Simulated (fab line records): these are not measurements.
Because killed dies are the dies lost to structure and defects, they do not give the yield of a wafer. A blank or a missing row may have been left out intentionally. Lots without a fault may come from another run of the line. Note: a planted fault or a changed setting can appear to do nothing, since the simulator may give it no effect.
A struck lot beside a sound one :: flow gf180mcu :: 16 out of 602 route steps
Sound: the wafers L693.1, L693.2, L693.5. The struck wafers were L703.2, L703.5, L703.6. The cause is named last.
Each step with rows lists, per side, the tool, then ch with its chambers, then its first start. Under that, the readings that differ: sound wafers :: struck wafers :: difference of the means :: sigmas: that difference in standard deviations of wafers without a fault.
alike: words and numbers the same on both sides, and readings whose means are apart by under 2 such deviations; not compared: readings that were withheld, readings missing a value for some wafer, numbers with overlapping values and no deviation given by the record, and bounds like >300 which may hide the same value.
Wherever a step has rows on one side only, a row that says differs or no value, or a row with sigmas, the two part there. Numbers that don't overlap but have no deviation are shown without sigmas and don't part them. A reading missing from all wafers of one side parts the sides only when that side holds two or more wafers.

first, 5 steps without rows for these wafers: GF_M5_COAT_02 (resist thk 1000 nm); GF_M5_SOFTBAKE_03 (time 60 s); GF_M5_EXPOSE_04 (exposes mask Metal5, target cd 280 nm); GF_M5_PEB_05 (peb time 90 s); GF_M5_DEVELOP_06 (develop time 60 s).
GF_M5_CD_MEAS_07: the cd target is 280 nm.
  struck on cdSem-02, day 29 09:07; sound on cdSem-02, day 26 04:33
  alike: cdNm
GF_M5_OVL_MEAS_08:
  struck on overlay-02, day 29 09:13; sound on overlay-01, day 26 04:40
  alike: M5_OVL
GF_M5_ETCH_09: etches Si3N4 in CF4/O2, target depth 52 nm, time 11.6 s.
  sound on rieDiel-02 ch 0,1, day 26 04:42; struck on rieDiel-04 ch 0,2, day 29 09:15
  alike: drypumpMotorCurrentA, oesProductAu, throttleValvePct
  not compared: rfHoursCounterH
GF_M5_METAL_ETCH_10: etches the open film in Cl2/BCl3, stops on SiO2, target depth 750.8 nm, time 125.1 s.
  sound on rieMetal-01 ch 0,1, day 26 04:44; struck on rieMetal-02 ch 0,1, day 29 09:17
reading: drypumpMotorCurrentA (A)
sound: 5.8 5.2 5.2
struck: 6.5 6.4 6.5
difference: +1.1
sigmas: +2
  alike: mfcCl2Sccm, oesProductAu, throttleValvePct
  not compared: rfHoursCounterH
GF_M5_STRIP_11: strips in O2/N2.
  sound on plasmaAsher-03 ch 0,1, day 26 04:52; struck on plasmaAsher-03 ch 0,1, day 29 09:25
  alike: drypumpMotorCurrentA, heaterPowerW, oesProductAu, stripTimeToEndpointS
  not compared: rfHoursCounterH
then, 2 steps without rows for these wafers: GF_M5_STRIP_12 (strips in post etch residue remover, time 1200 s); GF_M5_CLEAN_13 (cleans in DIW).
GF_V5_CVD_00: deposits SiO2, target thk 300 nm, time 50 s.
  sound on hdpcvd-02 ch 0,1,2, day 26 05:25; struck on hdpcvd-01 ch 0,1,2, day 29 10:10
GF_V5_THK_MEAS_01:
  struck on filmMetro-02, day 29 10:13; sound on filmMetro-03, day 26 05:27
reading: V5_CVD_00_THK (nm)
sound: 297 297 300
struck: 602 594 592
difference: +298
sigmas: +88
GF_V5_CVD_02: deposits SiO2 from TEOS, target thk 1450 nm, time 163.28 s.
  sound on pecvd-01 ch 0,1, day 26 05:31; struck on pecvd-03 ch 0,1,2, day 29 10:16
  alike: heaterPowerW
after that, 1 step had no rows for these wafers: GF_PASSIVATION_PROBE_99.

== WHERE THEY PART ==
Last at GF_V5_THK_MEAS_01 as far as this record goes, first at GF_M5_METAL_ETCH_10. Later steps at which nothing parts them and some readings are alike: GF_V5_CVD_02.

WHY: what had been put in by the simulator
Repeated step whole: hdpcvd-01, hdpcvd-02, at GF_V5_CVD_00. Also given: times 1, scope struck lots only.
